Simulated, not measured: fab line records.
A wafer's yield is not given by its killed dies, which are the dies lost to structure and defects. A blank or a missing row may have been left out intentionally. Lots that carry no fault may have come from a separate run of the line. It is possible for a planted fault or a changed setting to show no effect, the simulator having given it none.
A lot that was struck, set against a sound lot ; flow sky130 ; 25 out of 708 route steps
Sound: these wafers, L367.2, L367.3, L367.4. Wafers L356.4, L356.5, L356.6 were the ones struck. At the end, the cause is stated.
Each step with rows lists, per side, the tool, then ch with its chambers, then its first start. Under that, the readings that differ: sound wafers ; struck wafers ; difference of the means ; sigmas: that difference in standard deviations of wafers without a fault.
alike: readings with means less than 2 such deviations apart, plus words and numbers identical on both sides. not compared: withheld readings, readings lacking a value on some wafer, bounds such as >300 that could conceal the same value, and numbers that have no deviation in the record and whose values overlap.
A row with sigmas, a row that says differs or no value, or rows on one side alone: a step with any of these is where the two part. Numbers that don't overlap but have no deviation are shown without sigmas and don't part them. A reading that every wafer of one side lacks parts them only if that side has two wafers or more.

SKY_CONTACT_THK_MEAS_26: measures by xrf.
  sound on filmMetro-03, day 38 14:46; struck on filmMetro-02, day 35 10:14
  alike: CONTACT_W_THK
SKY_CONTACT_CMP_27: polishes, stops on SiO2, t overpolish 15 s, target thk 0 nm.
  sound on cmp-01 ch 0,2,3, day 38 14:52; struck on cmp-01 ch 0,3, day 35 10:19
  alike: motorCurrentA, overpolishRunS, slurryFilterDpKPa, timeToEndpointS
then, 1 step without rows for these wafers: SKY_METAL1_SPUTTER_00 (material Ti, target thk 15 nm, time 10 s).
SKY_METAL1_SPUTTER_01: material TiN, target thk 20 nm, time 16.7 s.
  sound on pvdSputter-02, day 38 15:08; struck on pvdSputter-04, day 35 10:35
  alike: throttleValvePct
SKY_METAL1_SPUTTER_02: material AlCu, target thk 250 nm, time 13.3 s.
  sound on pvdSputter-02, day 38 15:10; struck on pvdSputter-04, day 35 10:36
  alike: throttleValvePct
then, 2 steps without rows for these wafers: SKY_METAL1_SPUTTER_03 (material Ti, target thk 5 nm, time 3.3 s); SKY_METAL1_SPUTTER_04 (material TiN, target thk 70 nm, time 58.3 s).
SKY_METAL1_RS_MEAS_05: a four-point-probe measurement.
  sound on filmMetro-01, day 38 15:16; struck on filmMetro-02, day 35 10:46
  alike: METAL1_ALCU_RS
SKY_METAL1_THK_MEAS_06: measures by xrf.
  sound on filmMetro-01, day 38 15:23; struck on filmMetro-02, day 35 10:51
reading;sound;struck;difference;sigmas
METAL1_ALCU_THK (nm);248 251 250;242 242 240;-8;-2
then, 3 steps without rows for these wafers: SKY_METAL1_DEHYDRATE_07 (time 60 s); SKY_METAL1_HMDS_08 (prime time 60 s); SKY_METAL1_COAT_09 (resist thk 60 nm).
SKY_METAL1_COAT_10: resist thk 450 nm.
  sound on lithoTrack-04 ch 0, day 39 03:00; struck on lithoTrack-02 ch 0, day 36 00:00
reading;sound;struck;difference;sigmas
model.KrF-thick_of_METAL1_COAT_10.thkNm (nm);448.5 449.3 448.4;480.1 480.2 480.6;+31.6;
then, 4 steps without rows for these wafers: SKY_METAL1_SOFTBAKE_11 (time 90 s); SKY_METAL1_EXPOSE_12 (exposes mask MM1, target cd 140 nm); SKY_METAL1_PEB_13; SKY_METAL1_DEVELOP_14 (develop time 60 s).
SKY_METAL1_CD_MEAS_15 targets a cd of 140 nm.
  sound on cdSem-01, day 39 16:34; struck on cdSem-01, day 36 15:11
  alike: cdNm
SKY_METAL1_OVL_MEAS_16:
  sound on overlay-01, day 39 16:40; struck on overlay-02, day 36 15:16
  alike: METAL1_OVL
SKY_METAL1_DESCUM_17: chemistry O2, time 8 s.
  sound on rieMetal-04 ch 0,1, day 39 16:41; struck on rieMetal-02 ch 0,1, day 36 15:18
  alike: chamberPressureMTorr, drypumpMotorCurrentA, oesProductAu
  not compared: rfHoursCounterH
SKY_METAL1_ETCH_18: etches BARC in N2/H2, stops on SiO2, time 45.9 s, target depth 60 nm.
  sound on rieMetal-04 ch 0,1, day 39 16:43; struck on rieMetal-02 ch 0,1, day 36 15:20
  alike: chamberPressureMTorr, drypumpMotorCurrentA, oesProductAu, throttleValvePct
  not compared: rfHoursCounterH
SKY_METAL1_METAL_ETCH_19: etches the open film in Cl2/BCl3, stops on SiO2, target depth 360 nm, time 78 s.
  sound on rieMetal-04 ch 0,1, day 39 16:47; struck on rieMetal-02 ch 0,1, day 36 15:25
reading;sound;struck;difference;sigmas
throttleValvePct (%);22.250 22.256 22.253;22.282 22.279 22.279;+0.027;+3
model.KrF-thick_of_METAL1_COAT_10.thkNm (nm);158.7 150.8 156.7;189.8 190.2 201;+38.3;
  alike: chamberPressureMTorr, drypumpMotorCurrentA, oesProductAu
  not compared: rfHoursCounterH
SKY_METAL1_STRIP_20: strips in O2/N2.
  sound on plasmaAsher-04 ch 0,1, day 39 16:53; struck on plasmaAsher-01 ch 0,1, day 36 15:30
reading;sound;struck;difference;sigmas
oesProductAu (a.u.);0.348 0.338 0.332;0.357 0.353 0.363;+0.018;+3
stripTimeToEndpointS (s);2.69 2.62 2.67;3.03 3.03 3.17;+0.42;+6
  alike: chamberPressureMTorr, drypumpMotorCurrentA
  not compared: rfHoursCounterH
then, 1 step without rows for these wafers: SKY_METAL1_STRIP_21 (strips in post etch residue remover, time 1200 s).
-- the record jumps here: 12 days lie between the struck wafers' starts before and after (it left off in module METAL1 and takes up again in module PAD_OPEN, whose first step shown is number 708 of the route) --
SKY_PAD_OPEN_PROBE_99:
  sound on prober-01, day 50 17:03; struck on prober-02, day 48 20:24
  alike: defectLimitedYield, killed_at_M0_to_M3, killed_at_M4_up, killedAtContacts, killedAtFrontEnd, killedAtOther, killedDies, killedOnRim, killedOpen, killedShort, sort_bin_3_pad_short, sort_bin_5_function, sort_bin_6_memory, sortNPass, sortYieldPct

## WHERE THEY PART
Last at SKY_METAL1_STRIP_20 as far as this record goes, first at SKY_METAL1_THK_MEAS_06. Later steps at which nothing parts them and some readings are alike: SKY_PAD_OPEN_PROBE_99.

WHY: whatever the simulator had introduced
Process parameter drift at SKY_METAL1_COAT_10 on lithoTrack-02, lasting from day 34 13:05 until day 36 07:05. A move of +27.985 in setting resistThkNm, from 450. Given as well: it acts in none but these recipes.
